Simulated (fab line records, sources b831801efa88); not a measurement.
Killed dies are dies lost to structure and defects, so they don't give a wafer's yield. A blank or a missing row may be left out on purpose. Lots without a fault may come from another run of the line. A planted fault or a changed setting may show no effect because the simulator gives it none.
A struck lot beside a sound one | flow sfq_line | 14 steps out of a route of 325
Sound: wafers L260.1, L260.4, L260.6. Struck: wafers L272.1, L272.3. (L272.5 of the same lot was not struck and is left out.) The cause comes at the end.
At each step with rows: each side's tool, then ch and its chambers, then its first start. Under that, the readings that differ: sound wafers | struck wafers | difference of the means | sigmas: that difference in standard deviations of wafers without a fault.
alike: readings whose means differ by less than 2 such deviations, and words and numbers that are the same on both sides. not compared: withheld readings, readings that some wafer has no value for, bounds like >300 that may hide the same value, and numbers for which the record gives no deviation and whose values overlap.
The two part at a step that has a row with sigmas, a row that says differs or no value, or rows on one side only. Numbers that don't overlap but have no deviation are shown without sigmas and don't part them. A reading that every wafer of one side lacks parts them only if that side has two wafers or more.

first, 6 steps without rows for these wafers: SFQ_TRILAYER_M3_LITHO_COAT_080 (resist thk 62 nm); SFQ_TRILAYER_M3_LITHO_COAT_075 (resist thk 600 nm); SFQ_TRILAYER_M3_LITHO_SOFTBAKE_079; SFQ_TRILAYER_M3_LITHO_EXPOSE_076 (exposes mask M3, target cd 500 nm); SFQ_TRILAYER_M3_LITHO_PEB_078 (peb time 60 s); SFQ_TRILAYER_M3_LITHO_DEVELOP_077 (time 60 s).
SFQ_M3_OVL_MEAS_921:
  sound on overlay-02, day 32 12:55; struck on overlay-01, day 46 21:40
  alike: M3_OVL
SFQ_TRILAYER_M3_BARC_OPEN_METAL_ETCH_100: etches BARC in O2, target depth 125 nm, time 41.7 s.
  sound on rie_metal-03 ch 0,1, day 32 12:57; struck on rie_metal-02 ch 0,1, day 46 21:41
  alike: drypump_motor_current_A, oes_product_au
  not compared: rf_hours_counter_h
SFQ_TRILAYER_M3_ETCH_METAL_ETCH_078: etches Nb in Cl2/Ar, stops on SiO2, target depth 240 nm, time 120 s.
  sound on rie_metal-03 ch 0,1, day 32 13:01; struck on rie_metal-02 ch 0,1, day 46 21:45
  alike: drypump_motor_current_A, oes_product_au
  not compared: rf_hours_counter_h
SFQ_TRILAYER_M3_STRIP_STRIP_079: strips in O2.
  sound on rie_metal-03 ch 0,1, day 32 13:08; struck on rie_metal-02 ch 0,1, day 46 21:53
  alike: drypump_motor_current_A, oes_product_au
  not compared: rf_hours_counter_h
then, 1 step without rows for these wafers: SFQ_TRILAYER_M3_STRIP_SOLV_CLEAN_080 (cleans in NMP, time 600 s).
SFQ_TRILAYER_I3_DEP_PECVD_081: deposits SiO2 from SiH4/N2O, time 111.11 s, target thk 500 nm.
  sound on pecvd-04 ch 0,2, day 32 13:55; struck on pecvd-04 ch 1,2, day 46 22:40
  alike: heater_power_w, throttle_valve_pct
SFQ_TRILAYER_I3_CMP_CMP_082: polishes SiO2.
  sound on cmp-01 ch 0,1,3, day 32 15:47; struck on cmp-02 ch 2,3, day 47 22:21
  reading                | sound       | struck  | difference | sigmas
  time_to_endpoint_s (s) | 219 209 209 | 121 119 | -92        | -11
  alike: motor_current_A
SFQ_I3_BOW_MEAS_922:
  sound on film_metro-04, day 32 18:47; struck on film_metro-04, day 48 01:21
  reading     | sound  | struck | difference | sigmas
  I3_BOW (um) | 21 3 6 | -5 -8  | -16        | -2

WHERE THEY PART
First at SFQ_TRILAYER_I3_CMP_CMP_082; last, within this record, at SFQ_I3_BOW_MEAS_922.

WHY: what the simulator had put in
Process parameter drift: cmp-02, from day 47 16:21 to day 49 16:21, at SFQ_TRILAYER_I3_CMP_CMP_082. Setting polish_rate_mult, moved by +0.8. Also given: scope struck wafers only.
